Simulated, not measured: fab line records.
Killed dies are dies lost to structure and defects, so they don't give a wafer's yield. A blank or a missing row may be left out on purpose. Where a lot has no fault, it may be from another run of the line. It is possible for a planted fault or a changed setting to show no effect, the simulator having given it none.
What tool caused it? + flow gf180mcu + at 1 step of a route of 602, 12 lots with 36 wafers sampled

== WHAT THE GAUGES READ, wafer by wafer ==
GF_M1_RS_MEAS_05: the measuring method here is four-point-probe.
| lot  | measured     | on           | M1_ALCU_RS (ohm/sq)  |
|------|--------------|--------------|----------------------|
| L766 | day 15 14:58 | filmMetro-03 | 0.0687 0.0683 0.0684 |
| L767 | day 16 21:35 | filmMetro-03 | 0.0692 0.0694 0.0683 |
| L768 | day 17 13:03 | filmMetro-01 | 0.0701 0.0692 0.0692 |
| L769 | day 17 14:58 | filmMetro-01 | 0.0683 0.0682 0.0686 |
| L770 | day 18 05:32 | filmMetro-03 | 0.0709 0.0691 0.0712 |
| L771 | day 18 17:38 | filmMetro-01 | 0.0676 0.0672 0.0685 |
| L773 | day 18 23:38 | filmMetro-02 | 0.0679 0.0678 0.0685 |
| L772 | day 19 00:47 | filmMetro-03 | 0.0697 0.0684 0.0686 |
| L774 | day 19 14:17 | filmMetro-01 | 0.0690 0.0690 0.0677 |
| L782 | day 22 06:36 | filmMetro-02 | 0.0690 0.0708 0.0694 |
| L786 | day 23 11:44 | filmMetro-02 | 0.0693 0.0702 0.0688 |
| L788 | day 24 01:21 | filmMetro-03 | 0.0694 0.0712 0.0694 |

== WHAT TOOL EACH LOT RAN ON (gives the tool, then ch and the chambers of the sampled wafers, and finally the start) ==
The record shows no process step preceding these readings.

== WHAT THE TOOLS THEMSELVES READ (means of the sampled wafers that have a number; where no wafer has one, the mark that the record gives instead) ==
The record holds no such reading with a usual standard deviation.

== THE ANSWER, worked out from the rows above alone ==
Rule: what is usual is taken from the lots themselves. Put in order of their means at a reading, lots are off if they are a third of the lots or fewer, leave a main group of 4 or more, and stand apart from it by a gap of 3 or more times the standard deviation of the main group's means; of several such gaps the widest counts. A main group is skipped when, at the precision printed for the reading in the tables above, its means are all equal. A lot without any number at a reading at which 4 lots or more have one is off too. All remaining lots with rows at the step are treated as sound. The gauges are gone through in route order, then the tools' own readings, and for those a lot's mean is taken as printed above. The first step at which some lot is off is used, and at that step the reading that is off furthest; a lot without a number counts as furthest.
No lot is off at any reading shown: from this, nothing can be told.

== WHAT HAD BEEN PUT IN BY THE SIMULATOR ==
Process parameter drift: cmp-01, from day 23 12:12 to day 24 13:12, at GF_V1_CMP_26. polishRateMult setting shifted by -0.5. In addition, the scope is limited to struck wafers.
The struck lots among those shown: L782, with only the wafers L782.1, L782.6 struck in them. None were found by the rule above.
